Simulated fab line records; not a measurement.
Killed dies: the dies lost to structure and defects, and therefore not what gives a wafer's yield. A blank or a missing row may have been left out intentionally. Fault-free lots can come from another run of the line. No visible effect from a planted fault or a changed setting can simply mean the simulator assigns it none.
Which tool did it? ; flow gf180mcu ; Sampling: 10 lots, 30 wafers, 4 of 602 route steps

WHAT EACH GAUGE READ, for each wafer
GF_M3_OVL_MEAS_15.
lot;measured;on;M3_OVL (nm)
L778;day 22 02:28;overlay-02;-3 -10 -4
L780;day 22 21:49;overlay-01;1 6 4
L782;day 23 10:22;overlay-01;0 -5 -2
L789;day 26 00:44;overlay-02;-9 -1 -5
L793;day 27 09:25;overlay-01;6 0 -4
L798;day 28 18:18;overlay-01;12 15 11
L799;day 28 22:55;overlay-02;-6 -8 -4

WHAT TOOL EACH LOT RAN ON (gives the tool, then ch and the chambers of the sampled wafers, and finally the start)
lot;GF_V2_ETCH_16;GF_V2_ETCH_17;GF_V2_STRIP_18
L778;rie diel-02 ch 0,1, day 21 01:02;rie diel-02 ch 0,1, day 21 01:10 or earlier;plasma asher-03 ch 0,1, day 21 01:10
L780;rie diel-03 ch 2,3, day 21 20:50;rie diel-03 ch 2,3, day 21 20:58 or earlier;plasma asher-01 ch 0,1, day 21 20:58
L782;rie diel-02 ch 0,1,3, day 22 09:59;rie diel-02 ch 0,1,3, day 22 10:07 or earlier;plasma asher-01 ch 0,1, day 22 10:07
L789;rie diel-02 ch 1,2,3, day 25 01:53;rie diel-02 ch 1,2,3, day 25 02:01 or earlier;plasma asher-03 ch 0,1, day 25 02:01
L791;rie diel-01 ch 0,1, day 25 14:08;rie diel-01 ch 0,1, day 25 14:15 or earlier;plasma asher-03 ch 0,1, day 25 14:15
L792;rie diel-03 ch 0,2, day 25 21:44;rie diel-03 ch 0,2, day 25 21:52 or earlier;plasma asher-03 ch 0,1, day 25 21:52
L794;rie diel-02 ch 0,1, day 26 09:23;rie diel-02 ch 0,1, day 26 09:33 or earlier;plasma asher-02 ch 0,1, day 26 09:33
L793;rie diel-01 ch 1,2, day 26 11:23;rie diel-01 ch 1,2, day 26 11:31 or earlier;plasma asher-02 ch 0,1, day 26 11:31
L798;rie diel-01 ch 2,3, day 27 21:08;rie diel-01 ch 2,3, day 27 21:16 or earlier;plasma asher-03 ch 0,1, day 27 21:16
L799;rie diel-01 ch 0,1,2, day 28 00:35;rie diel-01 ch 0,1,2, day 28 00:43 or earlier;plasma asher-02 ch 0,1, day 28 00:43
- GF_V2_ETCH_16: etches BARC in N2/H2.
- GF_V2_ETCH_17: etches SiO2 in C4F8/O2/Ar, stops on TiN, target depth 630 nm.
- GF_V2_STRIP_18: strips in O2/N2.

THE ANSWER, worked out from the rows above alone
Rule: usual is defined by the lots themselves. The widest of any qualifying gaps counts: lots, ordered by their means at a reading, are off when they make up no more than a third of the lots, leave a main group of 4 or more, and stand apart from it by 3 or more times the standard deviation of that group's means. A main group is skipped when, at the precision printed for the reading in the tables above, its means are all equal. A lot without any number at a reading at which 4 lots or more have one is off too. All remaining lots with rows at the step are treated as sound.
Across all readings shown, no lot is off: no conclusion can be drawn from this.

WHAT HAD BEEN PUT IN BY THE SIMULATOR
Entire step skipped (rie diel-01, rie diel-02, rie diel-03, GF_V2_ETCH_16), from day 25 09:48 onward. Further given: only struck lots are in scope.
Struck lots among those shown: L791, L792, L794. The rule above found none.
